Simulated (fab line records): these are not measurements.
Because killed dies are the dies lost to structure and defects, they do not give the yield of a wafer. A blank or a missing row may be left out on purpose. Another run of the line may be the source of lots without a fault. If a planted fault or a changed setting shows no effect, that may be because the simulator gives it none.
Which tool did it? / flow sky130 / 14 lots, 42 wafers sampled, at 5 steps of a route of 708

## WHAT EACH GAUGE READ, for each wafer
SKY_VT_ADJUST_HVTP_TW_MEAS_11. Usual: VT_ADJUST_HVTP_TW 1362, standard deviation 10.
lot=L172; measured=day 6 12:07; on=film_metro-01; VT_ADJUST_HVTP_TW=1374 1381 1372; flag=
lot=L174; measured=day 6 20:58; on=film_metro-01; VT_ADJUST_HVTP_TW=1384 1375 1376; flag=
lot=L175; measured=day 7 02:07; on=film_metro-04; VT_ADJUST_HVTP_TW=1361 1355 1363; flag=
lot=L176; measured=day 7 08:52; on=film_metro-04; VT_ADJUST_HVTP_TW=30 30 30; flag=OFF
lot=L177; measured=day 7 14:59; on=film_metro-02; VT_ADJUST_HVTP_TW=30 30 30; flag=OFF
lot=L179; measured=day 8 01:58; on=film_metro-04; VT_ADJUST_HVTP_TW=1356 1362 1367; flag=
lot=L184; measured=day 9 11:17; on=film_metro-04; VT_ADJUST_HVTP_TW=1355 1360 1354; flag=
lot=L185; measured=day 9 15:12; on=film_metro-01; VT_ADJUST_HVTP_TW=1370 1368 1372; flag=
lot=L186; measured=day 10 05:42; on=film_metro-02; VT_ADJUST_HVTP_TW=1356 1350 1354; flag=
lot=L188; measured=day 10 15:54; on=film_metro-02; VT_ADJUST_HVTP_TW=1355 1351 1356; flag=
lot=L189; measured=day 10 21:36; on=film_metro-04; VT_ADJUST_HVTP_TW=1356 1357 1358; flag=
lot=L191; measured=day 11 08:22; on=film_metro-01; VT_ADJUST_HVTP_TW=1361 1374 1375; flag=
lot=L192; measured=day 11 16:06; on=film_metro-01; VT_ADJUST_HVTP_TW=1367 1370 1367; flag=
lot=L194; measured=day 12 19:07; on=film_metro-01; VT_ADJUST_HVTP_TW=1372 1373 1371; flag=

SKY_LI_CONTACT_THK_MEAS_01. Usual: LI_CONTACT_HDPCVD_THK 943 nm, standard deviation 8.9.
lot=L172; measured=day 28 09:13; on=film_metro-02; LI_CONTACT_HDPCVD_THK (nm)=956 961 951; flag=
lot=L174; measured=day 29 02:17; on=film_metro-01; LI_CONTACT_HDPCVD_THK (nm)=951 959 954; flag=
lot=L175; measured=day 30 10:09; on=film_metro-04; LI_CONTACT_HDPCVD_THK (nm)=946 945 942; flag=
lot=L176; measured=day 30 11:07; on=film_metro-01; LI_CONTACT_HDPCVD_THK (nm)=950 941 948; flag=
lot=L177; measured=day 30 11:15; on=film_metro-04; LI_CONTACT_HDPCVD_THK (nm)=962 947 954; flag=
lot=L179; measured=day 30 18:55; on=film_metro-04; LI_CONTACT_HDPCVD_THK (nm)=943 944 945; flag=
lot=L184; measured=day 32 13:20; on=film_metro-04; LI_CONTACT_HDPCVD_THK (nm)=937 933 928; flag=
lot=L185; measured=day 32 14:58; on=film_metro-02; LI_CONTACT_HDPCVD_THK (nm)=941 937 944; flag=
lot=L186; measured=day 33 11:28; on=film_metro-04; LI_CONTACT_HDPCVD_THK (nm)=952 944 947; flag=
lot=L188; measured=day 34 01:22; on=film_metro-01; LI_CONTACT_HDPCVD_THK (nm)=946 943 949; flag=
lot=L189; measured=day 34 06:37; on=film_metro-02; LI_CONTACT_HDPCVD_THK (nm)=947 945 945; flag=
lot=L191; measured=day 34 14:38; on=film_metro-01; LI_CONTACT_HDPCVD_THK (nm)=943 936 937; flag=
lot=L192; measured=day 34 22:05; on=film_metro-02; LI_CONTACT_HDPCVD_THK (nm)=938 946 937; flag=
lot=L194; measured=day 36 01:50; on=film_metro-04; LI_CONTACT_HDPCVD_THK (nm)=949 936 940; flag=

SKY_LI_CONTACT_BOW_MEAS_03. Usual: LI_CONTACT_BOW 55 um, standard deviation 7.2.
lot=L172; measured=day 28 09:36; on=film_metro-01; LI_CONTACT_BOW (um)=63 66 49; flag=
lot=L174; measured=day 29 02:40; on=film_metro-01; LI_CONTACT_BOW (um)=70 47 44; flag=
lot=L175; measured=day 30 10:34; on=film_metro-01; LI_CONTACT_BOW (um)=56 61 70; flag=
lot=L176; measured=day 30 11:31; on=film_metro-04; LI_CONTACT_BOW (um)=51 55 51; flag=
lot=L177; measured=day 30 11:37; on=film_metro-01; LI_CONTACT_BOW (um)=55 65 51; flag=
lot=L179; measured=day 30 19:18; on=film_metro-04; LI_CONTACT_BOW (um)=56 46 57; flag=
lot=L184; measured=day 32 13:43; on=film_metro-04; LI_CONTACT_BOW (um)=55 60 49; flag=
lot=L185; measured=day 32 15:20; on=film_metro-04; LI_CONTACT_BOW (um)=45 63 59; flag=
lot=L186; measured=day 33 11:50; on=film_metro-02; LI_CONTACT_BOW (um)=56 52 64; flag=
lot=L188; measured=day 34 01:44; on=film_metro-04; LI_CONTACT_BOW (um)=49 47 44; flag=
lot=L189; measured=day 34 06:59; on=film_metro-01; LI_CONTACT_BOW (um)=52 60 43; flag=
lot=L191; measured=day 34 14:59; on=film_metro-04; LI_CONTACT_BOW (um)=42 55 59; flag=
lot=L192; measured=day 34 22:27; on=film_metro-04; LI_CONTACT_BOW (um)=59 50 52; flag=
lot=L194; measured=day 36 02:11; on=film_metro-02; LI_CONTACT_BOW (um)=50 51 72; flag=

## EACH LOT AND THE TOOL THAT RAN IT (in order: tool; ch and the chambers of the sampled wafers; start)
lot=L172; SKY_NWELL_STRIP_25=plasma_asher-02 ch 0,1, day 5 17:44; SKY_VT_ADJUST_HVTP_STRIP_10=plasma_asher-04 ch 0,1, day 6 12:01
lot=L174; SKY_NWELL_STRIP_25=plasma_asher-02 ch 0,1, day 6 03:05; SKY_VT_ADJUST_HVTP_STRIP_10=plasma_asher-04 ch 0,1, day 6 20:52
lot=L175; SKY_NWELL_STRIP_25=plasma_asher-02 ch 0,1, day 6 07:42; SKY_VT_ADJUST_HVTP_STRIP_10=plasma_asher-04 ch 0,1, day 7 02:01
lot=L176; SKY_NWELL_STRIP_25=plasma_asher-03 ch 0,1, day 6 13:15; SKY_VT_ADJUST_HVTP_STRIP_10=plasma_asher-01 ch 0,1, day 7 08:46
lot=L177; SKY_NWELL_STRIP_25=plasma_asher-03 ch 0,1, day 6 19:25; SKY_VT_ADJUST_HVTP_STRIP_10=plasma_asher-02 ch 0,1, day 7 14:53
lot=L179; SKY_NWELL_STRIP_25=plasma_asher-02 ch 0,1, day 7 04:33; SKY_VT_ADJUST_HVTP_STRIP_10=plasma_asher-01 ch 0,1, day 8 01:52
lot=L184; SKY_NWELL_STRIP_25=plasma_asher-02 ch 1, day 8 12:54; SKY_VT_ADJUST_HVTP_STRIP_10=plasma_asher-02 ch 0,1, day 9 11:10
lot=L185; SKY_NWELL_STRIP_25=plasma_asher-03 ch 0, day 8 17:27; SKY_VT_ADJUST_HVTP_STRIP_10=plasma_asher-01 ch 0,1, day 9 15:05
lot=L186; SKY_NWELL_STRIP_25=plasma_asher-01 ch 0,1, day 9 07:16; SKY_VT_ADJUST_HVTP_STRIP_10=plasma_asher-01 ch 0,1, day 10 05:35
lot=L188; SKY_NWELL_STRIP_25=plasma_asher-03 ch 0, day 9 16:42; SKY_VT_ADJUST_HVTP_STRIP_10=plasma_asher-04 ch 0,1, day 10 15:47
lot=L189; SKY_NWELL_STRIP_25=plasma_asher-01 ch 0, day 9 22:45; SKY_VT_ADJUST_HVTP_STRIP_10=plasma_asher-01 ch 0,1, day 10 21:29
lot=L191; SKY_NWELL_STRIP_25=plasma_asher-01 ch 0,1, day 10 08:01; SKY_VT_ADJUST_HVTP_STRIP_10=plasma_asher-04 ch 0,1, day 11 08:16
lot=L192; SKY_NWELL_STRIP_25=plasma_asher-01 ch 0,1, day 10 15:40; SKY_VT_ADJUST_HVTP_STRIP_10=plasma_asher-02 ch 0,1, day 11 16:00
lot=L194; SKY_NWELL_STRIP_25=plasma_asher-01 ch 0,1, day 11 17:27; SKY_VT_ADJUST_HVTP_STRIP_10=plasma_asher-01 ch 0, day 12 19:01
- SKY_NWELL_STRIP_25: strips in O2/N2.
- SKY_VT_ADJUST_HVTP_STRIP_10: strips in O2/N2.

## WHAT THE TOOLS THEMSELVES READ (means of the sampled wafers that have a number; where no wafer has one, the mark that the record gives instead)
SKY_NWELL_STRIP_25. Usual: chamber_pressure_mTorr 1500.1 mTorr, standard deviation 1.4; drypump_motor_current_A 6.0 A, standard deviation 0.35; oes_product_au 0.722 a.u., standard deviation 0.0047; strip_time_to_endpoint_s 36.93 s, standard deviation 0.09.
lot=L172; tool=plasma_asher-02; chamber_pressure_mTorr (mTorr)=1500.4; drypump_motor_current_A (A)=6.2; oes_product_au (a.u.)=0.724; strip_time_to_endpoint_s (s)=36.99; flag=
lot=L174; tool=plasma_asher-02; chamber_pressure_mTorr (mTorr)=1500.3; drypump_motor_current_A (A)=6.2; oes_product_au (a.u.)=0.721; strip_time_to_endpoint_s (s)=36.88; flag=
lot=L175; tool=plasma_asher-02; chamber_pressure_mTorr (mTorr)=1499.8; drypump_motor_current_A (A)=6.2; oes_product_au (a.u.)=0.724; strip_time_to_endpoint_s (s)=36.85; flag=
lot=L176; tool=plasma_asher-03; chamber_pressure_mTorr (mTorr)=-; drypump_motor_current_A (A)=-; oes_product_au (a.u.)=-; strip_time_to_endpoint_s (s)=-; flag=OFF
lot=L177; tool=plasma_asher-03; chamber_pressure_mTorr (mTorr)=-; drypump_motor_current_A (A)=-; oes_product_au (a.u.)=-; strip_time_to_endpoint_s (s)=-; flag=OFF
lot=L179; tool=plasma_asher-02; chamber_pressure_mTorr (mTorr)=1499.9; drypump_motor_current_A (A)=6.2; oes_product_au (a.u.)=0.722; strip_time_to_endpoint_s (s)=37.04; flag=
lot=L184; tool=plasma_asher-02; chamber_pressure_mTorr (mTorr)=1499.5; drypump_motor_current_A (A)=6.3; oes_product_au (a.u.)=0.723; strip_time_to_endpoint_s (s)=36.87; flag=
lot=L185; tool=plasma_asher-03; chamber_pressure_mTorr (mTorr)=1499.6; drypump_motor_current_A (A)=5.4; oes_product_au (a.u.)=0.720; strip_time_to_endpoint_s (s)=36.78; flag=
lot=L186; tool=plasma_asher-01; chamber_pressure_mTorr (mTorr)=1499.4; drypump_motor_current_A (A)=5.8; oes_product_au (a.u.)=0.721; strip_time_to_endpoint_s (s)=36.87; flag=
lot=L188; tool=plasma_asher-03; chamber_pressure_mTorr (mTorr)=1500.3; drypump_motor_current_A (A)=5.5; oes_product_au (a.u.)=0.719; strip_time_to_endpoint_s (s)=37.00; flag=
lot=L189; tool=plasma_asher-01; chamber_pressure_mTorr (mTorr)=1499.5; drypump_motor_current_A (A)=6.3; oes_product_au (a.u.)=0.718; strip_time_to_endpoint_s (s)=36.94; flag=
lot=L191; tool=plasma_asher-01; chamber_pressure_mTorr (mTorr)=1500.2; drypump_motor_current_A (A)=5.8; oes_product_au (a.u.)=0.728; strip_time_to_endpoint_s (s)=36.88; flag=
lot=L192; tool=plasma_asher-01; chamber_pressure_mTorr (mTorr)=1499.6; drypump_motor_current_A (A)=5.8; oes_product_au (a.u.)=0.726; strip_time_to_endpoint_s (s)=37.04; flag=
lot=L194; tool=plasma_asher-01; chamber_pressure_mTorr (mTorr)=1500.0; drypump_motor_current_A (A)=5.9; oes_product_au (a.u.)=0.722; strip_time_to_endpoint_s (s)=36.84; flag=

SKY_VT_ADJUST_HVTP_STRIP_10. Usual: chamber_pressure_mTorr 1499.8 mTorr, standard deviation 1.4; drypump_motor_current_A 5.7 A, standard deviation 0.44; oes_product_au 0.716 a.u., standard deviation 0.0046; strip_time_to_endpoint_s 14.28 s, standard deviation 0.032.
lot=L172; tool=plasma_asher-04; chamber_pressure_mTorr (mTorr)=1497.5; drypump_motor_current_A (A)=5.3; oes_product_au (a.u.)=0.714; strip_time_to_endpoint_s (s)=14.28; flag=
lot=L174; tool=plasma_asher-04; chamber_pressure_mTorr (mTorr)=1500.1; drypump_motor_current_A (A)=5.3; oes_product_au (a.u.)=0.718; strip_time_to_endpoint_s (s)=14.30; flag=
lot=L175; tool=plasma_asher-04; chamber_pressure_mTorr (mTorr)=1500.3; drypump_motor_current_A (A)=5.4; oes_product_au (a.u.)=0.722; strip_time_to_endpoint_s (s)=14.25; flag=
lot=L176; tool=plasma_asher-01; chamber_pressure_mTorr (mTorr)=1500.1; drypump_motor_current_A (A)=5.8; oes_product_au (a.u.)=0.730; strip_time_to_endpoint_s (s)=58.62; flag=OFF
lot=L177; tool=plasma_asher-02; chamber_pressure_mTorr (mTorr)=1499.3; drypump_motor_current_A (A)=6.2; oes_product_au (a.u.)=0.730; strip_time_to_endpoint_s (s)=58.86; flag=OFF
lot=L179; tool=plasma_asher-01; chamber_pressure_mTorr (mTorr)=1499.6; drypump_motor_current_A (A)=5.8; oes_product_au (a.u.)=0.718; strip_time_to_endpoint_s (s)=14.20; flag=
lot=L184; tool=plasma_asher-02; chamber_pressure_mTorr (mTorr)=1499.8; drypump_motor_current_A (A)=6.2; oes_product_au (a.u.)=0.710; strip_time_to_endpoint_s (s)=14.27; flag=
lot=L185; tool=plasma_asher-01; chamber_pressure_mTorr (mTorr)=1498.4; drypump_motor_current_A (A)=6.1; oes_product_au (a.u.)=0.717; strip_time_to_endpoint_s (s)=14.34; flag=
lot=L186; tool=plasma_asher-01; chamber_pressure_mTorr (mTorr)=1499.8; drypump_motor_current_A (A)=5.8; oes_product_au (a.u.)=0.718; strip_time_to_endpoint_s (s)=14.27; flag=
lot=L188; tool=plasma_asher-04; chamber_pressure_mTorr (mTorr)=1500.9; drypump_motor_current_A (A)=5.3; oes_product_au (a.u.)=0.715; strip_time_to_endpoint_s (s)=14.28; flag=
lot=L189; tool=plasma_asher-01; chamber_pressure_mTorr (mTorr)=1500.5; drypump_motor_current_A (A)=5.8; oes_product_au (a.u.)=0.717; strip_time_to_endpoint_s (s)=14.26; flag=
lot=L191; tool=plasma_asher-04; chamber_pressure_mTorr (mTorr)=1500.5; drypump_motor_current_A (A)=5.4; oes_product_au (a.u.)=0.717; strip_time_to_endpoint_s (s)=14.28; flag=
lot=L192; tool=plasma_asher-02; chamber_pressure_mTorr (mTorr)=1499.5; drypump_motor_current_A (A)=6.2; oes_product_au (a.u.)=0.716; strip_time_to_endpoint_s (s)=14.27; flag=
lot=L194; tool=plasma_asher-01; chamber_pressure_mTorr (mTorr)=1499.4; drypump_motor_current_A (A)=6.3; oes_product_au (a.u.)=0.716; strip_time_to_endpoint_s (s)=14.27; flag=

## THE ANSWER, worked out from the rows above alone
Rule: a lot counts as off when the mean over its wafers that have a number is more than 3 standard deviations away from the usual mean. A lot without any number at a reading at which 4 lots or more have one is off too. Any other lot the step has rows for is counted as sound. The gauges are gone through in route order, then the tools' own readings, and for those a lot's mean is taken as printed above. At the first step where some lot is off, the reading lying furthest off is the one used; lots without a number count as furthest.
Off: L176, L177, at SKY_VT_ADJUST_HVTP_TW_MEAS_11 (VT_ADJUST_HVTP_TW).
A tool fits if, at a process step before that reading, it ran every lot that is off, and no sound lot after the first of them. Not tried: the gauges at SKY_VT_ADJUST_HVTP_TW_MEAS_11; whatever is off there is also off at SKY_NWELL_STRIP_25, on other tools, and gauge error can't account for it. None of those tried fits.

## WHAT THE SIMULATOR HAD INSERTED
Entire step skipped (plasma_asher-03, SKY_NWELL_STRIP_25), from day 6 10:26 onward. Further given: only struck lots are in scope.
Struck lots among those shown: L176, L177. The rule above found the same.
